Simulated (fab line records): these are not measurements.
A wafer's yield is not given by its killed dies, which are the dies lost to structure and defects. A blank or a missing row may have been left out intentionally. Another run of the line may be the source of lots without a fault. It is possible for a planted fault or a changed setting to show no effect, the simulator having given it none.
Which tool was responsible? -- flow gf180mcu -- 72 wafers from 24 lots sampled at 5 of the route's 602 steps

WHAT THE GAUGES SHOWED, per wafer
GF_V3_THK_MEAS_01. Usual: V3_CVD_00_THK typically reads 603 nm, with standard deviation 5.1.
lot,measured,on,V3_CVD_00_THK (nm),flag
L074,day 21 13:54,film metro-03,593 593 596,
L075,day 21 19:17,film metro-01,603 606 600,
L076,day 22 05:35,film metro-04,609 600 605,
L077,day 22 12:53,film metro-03,594 602 599,
L078,day 22 21:29,film metro-04,609 610 604,
L079,day 23 01:22,film metro-04,604 604 606,
L080,day 23 17:24,film metro-03,600 605 600,
L081,day 24 00:01,film metro-01,597 597 598,
L082,day 24 10:53,film metro-04,611 607 610,
L083,day 24 13:34,film metro-04,598 592 604,
L084,day 25 08:12,film metro-03,608 605 597,
L085,day 25 12:44,film metro-04,604 605 600,
L086,day 25 21:44,film metro-01,614 613 606,
L087,day 26 02:56,film metro-01,604 607 607,
L088,day 26 15:26,film metro-03,601 609 605,
L089,day 26 23:04,film metro-04,609 604 605,
L090,day 27 03:13,film metro-04,593 603 598,
L091,day 27 06:18,film metro-01,599 602 605,
L092,day 27 13:59,film metro-04,598 604 597,
L093,day 27 18:34,film metro-04,601 604 608,
L094,day 28 00:05,film metro-03,599 605 607,
L095,day 28 08:18,film metro-03,601 595 602,
L096,day 28 13:47,film metro-03,599 599 606,
L097,day 28 23:41,film metro-04,600 594 605,

TOOL THAT RAN EACH LOT (tool first, then ch and the chambers of the sampled wafers, then the start)
lot,GF_CONTACT_ETCH_17,GF_V1_ETCH_17,GF_M2_METAL_ETCH_16,GF_M3_METAL_ETCH_16
L074,"rie diel-04 ch 2,3, day 19 09:43 or earlier","rie diel-03 ch 0,2,3, day 19 09:43 or earlier","rie metal-02 ch 0,1, day 19 09:43","rie metal-03 ch 0,1, day 21 13:11"
L075,"rie diel-01 ch 0,3, day 19 14:32 or earlier","rie diel-01 ch 0,3, day 19 14:32 or earlier","rie metal-01 ch 0,1, day 19 14:32","rie metal-03 ch 0,1, day 21 18:32"
L076,"rie diel-01 ch 1,2,3, day 20 01:41 or earlier","rie diel-03 ch 1,2,3, day 20 01:41 or earlier","rie metal-02 ch 0,1, day 20 01:41","rie metal-02 ch 1, day 22 04:44"
L077,"rie diel-04 ch 0,2,3, day 20 10:15 or earlier","rie diel-01 ch 0,1,3, day 20 10:15 or earlier","rie metal-02 ch 0,1, day 20 10:15","rie metal-04 ch 0,1, day 22 12:11"
L078,"rie diel-02 ch 0,1, day 20 18:30 or earlier","rie diel-01 ch 0,1,2, day 20 18:30 or earlier","rie metal-04 ch 0,1, day 20 18:30","rie metal-04 ch 0,1, day 22 20:47"
L079,"rie diel-01 ch 2,3, day 20 22:44 or earlier","rie diel-04 ch 0,2, day 20 22:44 or earlier","rie metal-02 ch 0,1, day 20 22:44","rie metal-02 ch 0,1, day 23 00:38"
L080,"rie diel-04 ch 0,2,3, day 21 14:13 or earlier","rie diel-04 ch 0,1,2, day 21 14:13 or earlier","rie metal-04 ch 0,1, day 21 14:13","rie metal-02 ch 0,1, day 23 16:38"
L081,"rie diel-04 ch 0,2, day 21 22:29 or earlier","rie diel-03 ch 1,2,3, day 21 22:29 or earlier","rie metal-01 ch 0,1, day 21 22:29","rie metal-04 ch 1, day 23 23:11"
L082,"rie diel-01 ch 0,2,3, day 22 09:32 or earlier","rie diel-01 ch 0,1,2, day 22 09:32 or earlier","rie metal-01 ch 0,1, day 22 09:32","rie metal-03 ch 0,1, day 24 10:08"
L083,"rie diel-04 ch 0,1,2, day 22 12:55 or earlier","rie diel-03 ch 1,2,3, day 22 12:55 or earlier","rie metal-01 ch 0,1, day 22 12:55","rie metal-04 ch 1, day 24 12:41"
L084,"rie diel-02 ch 0,1,3, day 23 08:05 or earlier","rie diel-04 ch 1,2, day 23 08:05 or earlier","rie metal-02 ch 0,1, day 23 08:05","rie metal-03 ch 0,1, day 25 07:29"
L085,"rie diel-01 ch 0,1,2, day 23 12:50 or earlier","rie diel-01 ch 0,1,3, day 23 12:50 or earlier","rie metal-02 ch 0,1, day 23 12:50","rie metal-04 ch 0, day 25 11:59"
L086,"rie diel-02 ch 0,2,3, day 23 22:26 or earlier","rie diel-04 ch 0,1,3, day 23 22:26 or earlier","rie metal-01 ch 0,1, day 23 22:26","rie metal-02 ch 0, day 25 20:52"
L087,"rie diel-01 ch 0,1,3, day 24 04:53 or earlier","rie diel-01 ch 0,1, day 24 04:53 or earlier","rie metal-04 ch 1, day 24 04:53","rie metal-03 ch 0,1, day 26 02:13"
L088,"rie diel-02 ch 0,1, day 24 16:58 or earlier","rie diel-04 ch 0,2, day 24 16:58 or earlier","rie metal-01 ch 0, day 24 16:58","rie metal-02 ch 0,1, day 26 14:41"
L089,"rie diel-01 ch 0,1,3, day 25 01:06 or earlier","rie diel-04 ch 0,2,3, day 25 01:06 or earlier","rie metal-04 ch 0,1, day 25 01:06","rie metal-04 ch 0,1, day 26 22:20"
L090,"rie diel-02 ch 0,2,3, day 25 05:53 or earlier","rie diel-01 ch 2,3, day 25 05:53 or earlier","rie metal-02 ch 0, day 25 05:53","rie metal-04 ch 0,1, day 27 02:29"
L091,"rie diel-04 ch 1,2,3, day 25 08:08 or earlier","rie diel-03 ch 1,2, day 25 08:08 or earlier","rie metal-02 ch 0, day 25 08:08","rie metal-03 ch 0,1, day 27 05:35"
L092,"rie diel-04 ch 2,3, day 25 16:37 or earlier","rie diel-01 ch 0,2,3, day 25 16:37 or earlier","rie metal-01 ch 0,1, day 25 16:37","rie metal-02 ch 0,1, day 27 13:14"
L093,"rie diel-02 ch 0,1,2, day 25 21:32 or earlier","rie diel-03 ch 1, day 25 21:32 or earlier","rie metal-04 ch 1, day 25 21:32","rie metal-04 ch 0, day 27 17:38"
L094,"rie diel-01 ch 0,1,3, day 26 03:26 or earlier","rie diel-03 ch 0,1, day 26 03:26 or earlier","rie metal-01 ch 0,1, day 26 03:26","rie metal-02 ch 0,1, day 27 23:20"
L095,"rie diel-02 ch 1,2,3, day 26 12:41 or earlier","rie diel-03 ch 0,2,3, day 26 12:41 or earlier","rie metal-01 ch 0,1, day 26 12:41","rie metal-02 ch 0,1, day 28 07:32"
L096,"rie diel-04 ch 0,2, day 26 18:12 or earlier","rie diel-04 ch 0,1, day 26 18:12 or earlier","rie metal-02 ch 0,1, day 26 18:12","rie metal-02 ch 0,1, day 28 13:04"
L097,"rie diel-01 ch 0,2,3, day 27 03:42 or earlier","rie diel-01 ch 1,2, day 27 03:42 or earlier","rie metal-01 ch 0,1, day 27 03:42","rie metal-02 ch 0,1, day 28 22:57"
- GF_CONTACT_ETCH_17: etches SiO2 in C4F8/O2/Ar, stops on CoSi2, target depth 860 nm.
- GF_V1_ETCH_17: etches SiO2 in C4F8/O2/Ar, stops on TiN, target depth 630 nm.
- GF_M2_METAL_ETCH_16: etches the open film in Cl2/BCl3, stops on SiO2, target depth 750.8 nm, time 125.1 s.
- GF_M3_METAL_ETCH_16: etches the open film in Cl2/BCl3, stops on SiO2, target depth 750.8 nm, time 125.1 s.

WHAT THE TOOLS THEMSELVES READ (means of the sampled wafers that have a number; where no wafer has one, the mark that the record gives instead)
GF_CONTACT_ETCH_17. Usual: chamber pressure mTorr 40.00 mTorr, standard deviation 0.035; oes product au 0.814 a.u., standard deviation 0.0051; rf fwd power W 1496 W, standard deviation 5.3.
lot,tool,chamber pressure mTorr (mTorr),oes product au (a.u.),rf fwd power W (W),flag
L074,rie diel-04,39.98,0.812,1494,
L075,rie diel-01,39.97,0.811,1493,
L076,rie diel-01,39.99,0.811,1493,
L077,rie diel-04,40.01,0.816,1498,
L078,rie diel-02,40.01,0.814,1496,
L079,rie diel-01,39.99,0.813,1495,
L080,rie diel-04,39.98,0.816,1493,
L081,rie diel-04,40.01,0.812,1494,
L082,rie diel-01,40.02,0.809,1495,
L083,rie diel-04,40.01,0.817,1497,
L084,rie diel-02,39.98,0.808,1494,
L085,rie diel-01,39.99,0.815,1493,
L086,rie diel-02,40.00,0.813,1502,
L087,rie diel-01,39.98,0.812,1494,
L088,rie diel-02,39.98,0.817,1497,
L089,rie diel-01,40.01,0.810,1500,
L090,rie diel-02,39.99,0.812,1495,
L091,rie diel-04,40.00,0.817,1488,
L092,rie diel-04,40.01,0.820,1498,
L093,rie diel-02,39.99,0.816,1496,
L094,rie diel-01,39.97,0.816,1495,
L095,rie diel-02,40.02,0.817,1499,
L096,rie diel-04,40.03,0.821,1498,
L097,rie diel-01,40.00,0.814,1494,

GF_V1_ETCH_17. Usual: chamber pressure mTorr 40.00 mTorr, standard deviation 0.038; oes product au 0.856 a.u., standard deviation 0.0044; rf fwd power W 1494 W, standard deviation 4.7.
lot,tool,chamber pressure mTorr (mTorr),oes product au (a.u.),rf fwd power W (W),flag
L074,rie diel-03,40.01,0.851,1492,
L075,rie diel-01,39.99,0.856,1492,
L076,rie diel-03,39.98,0.854,1498,
L077,rie diel-01,40.00,0.853,1488,
L078,rie diel-01,40.01,0.860,1495,
L079,rie diel-04,39.99,0.858,1492,
L080,rie diel-04,39.99,0.854,1493,
L081,rie diel-03,40.01,0.862,1502,
L082,rie diel-01,40.01,0.863,1495,
L083,rie diel-03,40.02,0.856,1490,
L084,rie diel-04,40.00,0.854,1492,
L085,rie diel-01,39.98,0.854,1493,
L086,rie diel-04,39.98,0.853,1489,
L087,rie diel-01,39.99,0.854,1496,
L088,rie diel-04,40.01,0.855,1494,
L089,rie diel-04,40.01,0.855,1495,
L090,rie diel-01,39.98,0.856,1494,
L091,rie diel-03,40.01,0.858,1494,
L092,rie diel-01,40.00,0.856,1495,
L093,rie diel-03,40.02,0.855,1490,
L094,rie diel-03,40.00,0.856,1500,
L095,rie diel-03,39.98,0.860,1496,
L096,rie diel-04,40.02,0.852,1494,
L097,rie diel-01,40.01,0.861,1498,

GF_M2_METAL_ETCH_16. Usual: chamber pressure mTorr 8.000 mTorr, standard deviation 0.0068; drypump motor current A 5.7 A, standard deviation 0.69; oes product au 0.988 a.u., standard deviation 0.007; rf fwd power W 795.9 W, standard deviation 2.5; throttle valve pct 28.232 %, standard deviation 0.011.
lot,tool,chamber pressure mTorr (mTorr),drypump motor current A (A),oes product au (a.u.),rf fwd power W (W),throttle valve pct (%),flag
L074,rie metal-02,8.004,4.8,0.990,796.9,28.236,
L075,rie metal-01,7.999,6.5,0.988,797.7,28.241,
L076,rie metal-02,7.996,4.9,0.989,795.3,28.234,
L077,rie metal-02,8.008,4.9,0.985,796.6,28.231,
L078,rie metal-04,8.000,5.6,0.989,796.3,28.242,
L079,rie metal-02,7.998,5.0,0.982,794.8,28.235,
L080,rie metal-04,7.999,5.6,0.992,797.2,28.233,
L081,rie metal-01,8.005,6.5,0.991,795.1,28.234,
L082,rie metal-01,8.000,6.4,0.986,794.2,28.232,
L083,rie metal-01,8.004,6.4,0.994,793.5,28.231,
L084,rie metal-02,7.996,5.0,0.978,793.5,28.237,
L085,rie metal-02,8.003,5.0,0.979,796.1,28.247,
L086,rie metal-01,7.999,6.5,0.994,796.2,28.229,
L087,rie metal-04,8.001,5.7,0.990,795.2,28.230,
L088,rie metal-01,8.001,6.6,0.986,797.8,28.225,
L089,rie metal-04,8.000,5.6,0.994,799.1,28.226,
L090,rie metal-02,8.005,5.1,0.989,797.9,28.226,
L091,rie metal-02,7.999,5.1,0.987,795.5,28.247,
L092,rie metal-01,7.992,6.4,0.994,793.0,28.221,
L093,rie metal-04,7.999,5.7,0.988,795.4,28.230,
L094,rie metal-01,8.003,6.5,0.989,795.9,28.225,
L095,rie metal-01,8.003,6.4,0.990,796.8,28.229,
L096,rie metal-02,8.006,4.9,0.986,794.9,28.220,
L097,rie metal-01,8.007,6.5,0.988,794.9,28.229,

GF_M3_METAL_ETCH_16. Usual: chamber pressure mTorr 7.999 mTorr, standard deviation 0.0065; drypump motor current A 5.4 A, standard deviation 0.4; oes product au 0.988 a.u., standard deviation 0.0071; rf fwd power W 796.7 W, standard deviation 2.3; throttle valve pct 28.233 %, standard deviation 0.011.
lot,tool,chamber pressure mTorr (mTorr),drypump motor current A (A),oes product au (a.u.),rf fwd power W (W),throttle valve pct (%),flag
L074,rie metal-03,7.999,5.8,0.987,797.5,28.237,
L075,rie metal-03,8.000,5.8,0.985,795.4,28.242,
L076,rie metal-02,7.995,4.7,0.992,795.3,28.222,
L077,rie metal-04,7.999,5.6,0.992,797.5,28.211,
L078,rie metal-04,7.997,5.6,0.990,797.0,28.231,
L079,rie metal-02,7.999,4.9,0.991,795.1,28.228,
L080,rie metal-02,7.993,4.8,0.988,796.1,28.238,
L081,rie metal-04,7.995,5.7,0.995,795.9,28.236,
L082,rie metal-03,7.996,5.8,0.986,795.5,28.229,
L083,rie metal-04,8.000,5.7,0.987,798.0,28.230,
L084,rie metal-03,7.997,5.8,0.983,797.0,28.232,
L085,rie metal-04,7.999,5.6,0.985,798.6,28.233,
L086,rie metal-02,7.992,5.1,0.985,799.1,28.233,
L087,rie metal-03,7.999,5.7,0.987,795.8,28.233,
L088,rie metal-02,8.000,4.9,0.983,793.7,28.234,
L089,rie metal-04,8.007,5.6,0.994,798.3,28.228,
L090,rie metal-04,8.004,5.6,0.985,796.3,28.239,
L091,rie metal-03,7.994,5.7,0.985,797.3,28.229,
L092,rie metal-02,7.999,4.9,0.989,796.3,28.228,
L093,rie metal-04,8.000,5.5,0.987,796.6,28.241,
L094,rie metal-02,7.999,4.8,0.991,796.3,28.233,
L095,rie metal-02,8.005,4.8,0.986,796.1,28.236,
L096,rie metal-02,7.993,5.0,0.976,797.9,28.242,
L097,rie metal-02,8.001,5.0,0.980,798.4,28.241,

THE ANSWER, worked out from the rows above alone
Rule: a lot is off if the mean of its wafers that have a number lies more than 3 standard deviations from the usual mean. Also off: a lot with no number at a reading for which 4 or more lots have one. Where the step has rows for the other lots, those lots are counted as sound. Order of review: gauges by route order, followed by the tools' own readings, for which a lot's mean as printed above is used. The first step at which some lot is off is used, and at that step the reading that is off furthest; a lot without a number counts as furthest.
No lot is off on any of the readings shown, so nothing can be concluded from this.

WHAT WAS PUT IN BY THE SIMULATOR
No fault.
